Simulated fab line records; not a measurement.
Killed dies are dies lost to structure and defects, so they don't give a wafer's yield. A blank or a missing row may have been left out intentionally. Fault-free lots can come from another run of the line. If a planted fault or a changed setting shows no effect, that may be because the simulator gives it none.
Struck lot and sound lot, side by side + flow gf180mcu + 18 steps out of a route of 602
Sound: wafers L561.1, L561.3, L561.4. Struck: wafer L571.2 (L571.1, L571.5, from the same lot, were not struck and are left out); the cause is given at the end.
Order at every step that has rows: each side's tool, ch and its chambers, its first start. Under that, the readings that differ: sound wafers + struck wafers + difference of the means + sigmas: that difference in standard deviations of wafers without a fault.
alike: readings whose means differ by less than 2 such deviations, and words and numbers that are the same on both sides. not compared: withheld readings, readings that some wafer has no value for, bounds like >300 that may hide the same value, and numbers for which the record gives no deviation and whose values overlap.
A row with sigmas, a row that says differs or no value, or rows on one side alone: a step with any of these is where the two part. Non-overlapping numbers with no deviation appear without sigmas and do not part them. Lack of a reading on every wafer of one side parts them only where that side has two or more wafers.

GF_M3_STRIP_17: strips in O2/N2.
  sound on plasmaAsher-03 ch 0,1, day 21 07:04; struck on plasmaAsher-01 ch 1, day 25 08:00
  alike: drypumpMotorCurrentA, heaterPowerW, oesProductAu, stripTimeToEndpointS
  not compared: rfHoursCounterH
then, 3 steps without rows for these wafers: GF_M3_STRIP_18 (strips in post etch residue remover, time 1200 s); GF_M3_CLEAN_19 (cleans in DIW); GF_V3_CVD_00 (deposits SiO2, target thk 600 nm, time 100 s).
GF_V3_THK_MEAS_01:
  struck on filmMetro-03, day 25 08:41; sound on filmMetro-04, day 21 07:41
  alike: V3_CVD_00_THK
GF_V3_CVD_02: deposits SiO2 from TEOS, target thk 850 nm, time 94.851 s.
  sound on pecvd-01 ch 0,1,2, day 21 07:44; struck on pecvd-02 ch 0, day 25 08:45
  alike: heaterPowerW
GF_V3_THK_MEAS_03:
  struck on filmMetro-04, day 25 08:49; sound on filmMetro-02, day 21 07:49
  alike: V3_CVD_02_THK
GF_V3_CMP_04: polishes SiO2.
  sound on cmp-02 ch 1,2,3, day 21 07:55; struck on cmp-02 ch 2, day 25 08:56
  alike: edgeZonePressureFrac, motorCurrentA, platenRpm, timeToEndpointS
GF_V3_BOW_MEAS_05:
  struck on filmMetro-04, day 25 09:11; sound on filmMetro-04, day 21 08:10
  alike: V3_BOW
then, 3 steps without rows for these wafers: GF_V3_DEHYDRATE_06 (time 60 s); GF_V3_HMDS_07 (prime time 60 s); GF_V3_COAT_08.
GF_V3_COAT_09: resist thk 1000 nm.
  sound on lithoTrack-02 ch 0, day 21 20:00; struck on lithoTrack-04 ch 0, day 25 19:00
| reading                            | sound             | struck | difference | sigmas |
|------------------------------------|-------------------|--------|------------|--------|
| chillPlateTempC (C)                | 22.96 22.87 22.94 | 23.15  | +0.23      | +2     |
| model.KrF_of_V3_COAT_09.thkNm (nm) | 999.5 999.2 995.4 | 984.8  | -13.2      |        |
then, 3 steps without rows for these wafers: GF_V3_SOFTBAKE_10 (time 60 s); GF_V3_EXPOSE_11 (exposes mask Via3, target cd 260 nm); GF_V3_PEB_12 (peb time 90 s).
GF_V3_DEVELOP_13: develop time 60 s.
  sound on lithoTrack-02 ch 0, day 22 07:50; struck on lithoTrack-01 ch 0, day 26 06:22
| reading                            | sound             | struck | difference | sigmas |
|------------------------------------|-------------------|--------|------------|--------|
| model.KrF_of_V3_COAT_09.thkNm (nm) | 984.5 984.2 980.4 | 969.8  | -13.2      |        |
  alike: chillPlateTempC
GF_V3_CD_MEAS_14: target cd 260 nm.
  struck on cdSem-02, day 26 06:31; sound on cdSem-02, day 22 07:59
| reading   | sound             | struck | difference | sigmas |
|-----------|-------------------|--------|------------|--------|
| cdNm (nm) | 258.2 258.9 258.2 | 262.7  | +4.3       | +3     |

WHERE THEY PART
Earliest at GF_V3_COAT_09; latest, in this record, at GF_V3_CD_MEAS_14.

WHY: the cause the simulator had injected
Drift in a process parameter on lithoTrack-04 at GF_V3_COAT_09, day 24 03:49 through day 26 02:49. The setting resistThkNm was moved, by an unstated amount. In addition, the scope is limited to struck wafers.
